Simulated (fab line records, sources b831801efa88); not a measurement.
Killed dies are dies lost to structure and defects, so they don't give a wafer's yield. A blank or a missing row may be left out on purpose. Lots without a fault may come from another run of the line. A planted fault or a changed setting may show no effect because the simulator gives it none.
Problem report in the 8D (eight disciplines) form, filled by code | flow gf180mcu | the parts of the form that need people (team, actions taken, sign-off) are left out

1. THE PROBLEM
NSD_RS at GF_PSD_RS_MEAS_14 reads a mean of 47.16 ohm/sq on 3 wafers of 3 lots; wafers without a fault read 46.18 ohm/sq with a standard deviation of 0.092. That is +11 standard deviations from the usual mean.
The step: measures by four-point-probe.
First seen on wafer L880.1, day 20 04:11, on film_metro-02. The record holds 42 wafers of 15 lots with a number at this step. Rule for "out", or "out of limits": more than 4 standard deviations from the usual mean. The other wafers with a number count as sound.

2. WHAT IT IS AND WHAT IT IS NOT
question                    | is                     | is not
which readings at this step | NSD_RS                 | -
which lots                  | L880, L881, L882       | L864, L865, L866, L867, L868, L869, L870, L872, L873, L874, L885, L886
which wafers of those lots  | L880.1, L881.3, L882.3 | L880.4, L881.4, L882.6
read on which gauges        | film_metro-02          | film_metro-01, film_metro-03
when                        | from day 20 04:11      | up to then (31 sound wafers); but 8 sound wafers of L881, L882, L885, L886 came after

3. SUSPECTS, AND WHAT RULES EACH OUT
Counting: a tool at a process step up to the reading stays a suspect if it ran every lot that is out. Sound lots after the first of them don't rule it out here, since some wafers of a struck lot are sound.
- the gauge at GF_PSD_RS_MEAS_14: ruled out. All the wafers that are out were read on film_metro-02, but those of them that GF_NSD_IMPLANT_10 has rows for are out there too, on other tools.
- implanter-04 at GF_NSD_IMPLANT_10: kept. It ran every lot that is out, first L880 (day 19 03:44); its last sound lot up to then is L874 (day 17 00:41). Its own readings are out on those wafers: beam_on_s, faraday_current_uA.
Left after counting: implanter-04 at GF_NSD_IMPLANT_10.

4. THE CAUSE (what the simulator had put in)
Process parameter drift: implanter-04, from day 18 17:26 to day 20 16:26, at GF_NSD_IMPLANT_10. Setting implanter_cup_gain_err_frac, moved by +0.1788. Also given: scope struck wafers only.
Counting left only this tool.

5. THE CHAIN OF EFFECTS, in route order
Each row: a reading whose mean over the struck wafers that have a number lies more than 3 standard deviations from the usual. Only readings for which the record gives a usual standard deviation are gone through. hours: the time from each lot's start at the first step in this table that gives one to its start at this step, as a median over the lots. sigmas: the change in usual standard deviations.
hours | step              | reading            | usual        | on struck wafers | change | sigmas
0     | GF_NSD_IMPLANT_10 | beam_on_s          | 10.01 s      | 8.48             | -1.53  | -7.6
0     | GF_NSD_IMPLANT_10 | faraday_current_uA | 2785         | 3284             | +499   | +9.1
25    | GF_PSD_RS_MEAS_14 | NSD_RS             | 46.18 ohm/sq | 47.16            | +0.98  | +11
The process steps in it:
- GF_NSD_IMPLANT_10
Later measuring or inspecting steps at which every struck wafer that the step has a row for has a number for every such reading, and none has moved that far: GF_SAB_THK_MEAS_01.

6. WHAT WOULD HAVE CAUGHT IT SOONER
In this record the first reading out of limits at a measuring or inspecting step was taken at day 20 04:11, 35 hours after the fault began at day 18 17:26.
The tool's own readings at GF_NSD_IMPLANT_10 were out on every struck wafer that the step has a row for (beam_on_s, faraday_current_uA): an alarm limit on them would have fired on the first of those.
Of the lots that are out (3), L882 began GF_NSD_IMPLANT_10 on implanter-04 after day 20 04:11. A hold on the tool at that time would have spared it.
